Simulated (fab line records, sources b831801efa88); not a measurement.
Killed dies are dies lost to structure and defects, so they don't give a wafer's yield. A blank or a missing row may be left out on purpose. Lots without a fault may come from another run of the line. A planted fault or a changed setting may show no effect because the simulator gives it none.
Which tool did it? | flow sky130 | 12 lots, 36 wafers sampled, at 5 steps of a route of 708

WHAT THE GAUGES READ, wafer by wafer
SKY_VT_ADJUST_PCH_TW_MEAS_10. Usual: VT_ADJUST_PCH_TW 143.1, standard deviation 0.94.
lot  | measured     | on            | VT_ADJUST_PCH_TW  | flag
L654 | day 10 20:15 | film_metro-03 | 141.7 142.0 143.0 |
L656 | day 11 11:36 | film_metro-03 | 141.2 140.7 141.4 |
L657 | day 11 17:32 | film_metro-01 | 142.9 143.5 143.4 |
L658 | day 12 02:08 | film_metro-01 | 143.1 142.1 143.1 |
L659 | day 12 10:08 | film_metro-01 | 143.6 142.8 143.1 |
L661 | day 13 00:22 | film_metro-01 | 143.4 143.8 143.8 |
L665 | day 14 07:29 | film_metro-02 | 142.9 143.6 143.3 |
L666 | day 14 14:48 | film_metro-01 | 144.1 144.1 143.4 |
L667 | day 14 21:49 | film_metro-01 | 143.4 144.3 144.5 |
L671 | day 16 10:06 | film_metro-02 | 143.9 144.5 144.2 |
L674 | day 17 08:04 | film_metro-01 | 144.1 143.9 143.9 |
L676 | day 18 09:27 | film_metro-02 | 142.8 142.6 142.1 |

SKY_SONOS_ONO_THK_MEAS_05. Usual: SONOS_ONO_CVD_04_THK 5.74 nm, standard deviation 0.1.
lot  | measured     | on            | SONOS_ONO_CVD_04_THK (nm) | flag
L654 | day 12 02:47 | film_metro-03 | 5.81 5.80 5.68            |
L656 | day 12 21:11 | film_metro-03 | 5.67 5.65 5.70            |
L657 | day 13 00:38 | film_metro-02 | 5.77 5.76 5.68            |
L658 | day 13 10:36 | film_metro-03 | 5.74 5.86 5.94            |
L659 | day 13 21:54 | film_metro-04 | 5.72 5.63 5.70            |
L661 | day 14 07:07 | film_metro-02 | 5.80 5.81 5.85            |
L665 | day 15 17:20 | film_metro-03 | 5.71 5.82 5.67            |
L666 | day 15 23:58 | film_metro-04 | 5.85 5.95 5.94            |
L667 | day 16 06:29 | film_metro-03 | 5.76 5.78 5.73            |
L671 | day 17 21:06 | film_metro-04 | 5.57 5.51 5.49            |
L674 | day 18 21:29 | film_metro-04 | 5.66 5.57 5.65            |
L676 | day 19 21:41 | film_metro-03 | 5.79 5.76 5.71            |

SKY_GATE_OXIDE_THK_MEAS_02. Usual: GATE_OXIDE_OXIDATION_00_THK 10.28 nm, standard deviation 0.2.
lot  | measured     | on            | GATE_OXIDE_OXIDATION_00_THK (nm) | flag
L654 | day 13 06:24 | film_metro-04 | 10.56 10.66 10.54                |
L656 | day 14 02:49 | film_metro-02 | 10.43 10.29 10.26                |
L657 | day 14 06:48 | film_metro-02 | 10.22 10.17 10.36                |
L658 | day 14 16:26 | film_metro-01 | 10.15 10.21 10.16                |
L659 | day 15 03:35 | film_metro-01 | 10.47 10.39 10.59                |
L661 | day 15 12:19 | film_metro-01 | 10.52 10.53 10.23                |
L665 | day 16 23:31 | film_metro-04 | 10.12 10.15 10.18                |
L666 | day 17 07:17 | film_metro-01 | 10.31 10.22 10.20                |
L667 | day 17 16:48 | film_metro-02 | 9.95 9.88 9.68                   |
L671 | day 19 05:35 | film_metro-01 | 10.23 10.27 10.26                |
L674 | day 20 05:59 | film_metro-02 | 10.06 10.07 10.16                |
L676 | day 21 06:17 | film_metro-02 | 10.17 10.14 10.27                |

SKY_POLY_GATE_THK_MEAS_21. Usual: POLY_GATE_OXIDATION_THK 3.99 nm, standard deviation 0.092.
lot  | measured     | on            | POLY_GATE_OXIDATION_THK (nm) | flag
L654 | day 17 01:47 | film_metro-01 | 3.94 3.87 3.95               |
L656 | day 18 03:29 | film_metro-03 | 4.02 4.06 4.07               |
L657 | day 18 06:14 | film_metro-01 | 4.11 4.16 4.13               |
L658 | day 18 16:55 | film_metro-02 | 4.07 4.06 4.02               |
L659 | day 19 01:58 | film_metro-03 | 4.15 4.18 4.28               |
L661 | day 19 13:02 | film_metro-03 | 3.94 3.92 3.95               |
L665 | day 21 02:58 | film_metro-01 | 3.98 4.02 3.98               |
L666 | day 21 12:46 | film_metro-02 | 3.97 4.01 3.95               |
L667 | day 21 22:48 | film_metro-01 | 6.34 6.31 6.43               | OFF
L671 | day 23 10:28 | film_metro-01 | 4.03 4.03 4.01               |
L674 | day 24 13:02 | film_metro-03 | 6.69 6.72 6.65               | OFF
L676 | day 25 10:24 | film_metro-02 | 6.55 6.53 6.61               | OFF

WHICH TOOL RAN EACH LOT (tool, then ch and the chambers of the sampled wafers, then the start)
lot  | SKY_POLY_GATE_OXIDATION_20
L654 | furnace-01 ch 0, day 17 00:32
L656 | furnace-02 ch 0, day 18 02:14
L657 | furnace-02 ch 0, day 18 04:59
L658 | furnace-01 ch 0, day 18 15:40
L659 | furnace-01 ch 0, day 19 00:43
L661 | furnace-02 ch 0, day 19 11:46
L665 | furnace-02 ch 0, day 21 01:43
L666 | furnace-02 ch 0, day 21 11:30
L667 | furnace-01 ch 0, day 21 19:13 and furnace-02 ch 0, day 21 21:32
L671 | furnace-01 ch 0, day 23 09:13
L674 | furnace-01 ch 0, day 24 09:58
L676 | furnace-01 ch 0, day 25 07:44
- SKY_POLY_GATE_OXIDATION_20: stabilise 600 s, purge 300 s, target thk 4 nm.

WHAT THE TOOLS THEMSELVES READ (means of the sampled wafers that have a number; where no wafer has one, the mark that the record gives instead)
SKY_POLY_GATE_OXIDATION_20. Usual: ox_temp_c 850.0 C, standard deviation 0.37; spike_tc_bottom_C 867.3 C, standard deviation 2.7; spike_tc_top_C 862.2 C, standard deviation 2.9; tube_center_temp_C_max 852.2, standard deviation 0.34; zone_power_bottom_pct 25.8 %, standard deviation 1.3.
lot  | tool                  | ox_temp_c (C) | spike_tc_bottom_C (C) | spike_tc_top_C (C) | tube_center_temp_C_max | zone_power_bottom_pct (%) | flag
L654 | furnace-01            | 849.8         | 869.5                 | 859.9              | 852.2                  | 24.3                      |
L656 | furnace-02            | 850.0         | 864.7                 | 864.1              | 851.9                  | 27.0                      |
L657 | furnace-02            | 849.6         | 864.1                 | 864.9              | 851.9                  | 27.1                      |
L658 | furnace-01            | 850.2         | 870.4                 | 859.8              | 852.1                  | 24.4                      |
L659 | furnace-01            | 849.7         | 869.4                 | 859.7              | 852.0                  | 24.4                      |
L661 | furnace-02            | 849.9         | 864.1                 | 864.1              | 851.9                  | 27.2                      |
L665 | furnace-02            | 850.5         | 864.0                 | 865.3              | 852.1                  | 27.2                      |
L666 | furnace-02            | 849.7         | 864.7                 | 864.9              | 852.3                  | 27.0                      |
L667 | furnace-01/furnace-02 | 849.9         | 866.1                 | 862.1              | 852.3                  | 25.7                      |
L671 | furnace-01            | 849.9         | 870.3                 | 859.3              | 852.1                  | 24.6                      |
L674 | furnace-01            | 849.9         | 869.5                 | 859.0              | 852.3                  | 24.5                      |
L676 | furnace-01            | 850.1         | 869.7                 | 859.5              | 852.1                  | 24.6                      |

THE ANSWER, worked out from the rows above alone
Rule: a lot is off if the mean of its wafers that have a number lies more than 3 standard deviations from the usual mean. A lot without any number at a reading at which 4 lots or more have one is off too. The other lots that the step has rows for count as sound. The gauges are gone through in route order, then the tools' own readings, and for those a lot's mean is taken as printed above. The first step at which some lot is off is used, and at that step the reading that is off furthest; a lot without a number counts as furthest.
Off: L667, L674, L676, at SKY_POLY_GATE_THK_MEAS_21 (POLY_GATE_OXIDATION_THK).
A tool fits if, at a process step before that reading, it ran every lot that is off, and no sound lot after the first of them. The gauges at SKY_POLY_GATE_THK_MEAS_21 are tried like those tools. None of those tried fits.

WHAT THE SIMULATOR HAD PUT IN
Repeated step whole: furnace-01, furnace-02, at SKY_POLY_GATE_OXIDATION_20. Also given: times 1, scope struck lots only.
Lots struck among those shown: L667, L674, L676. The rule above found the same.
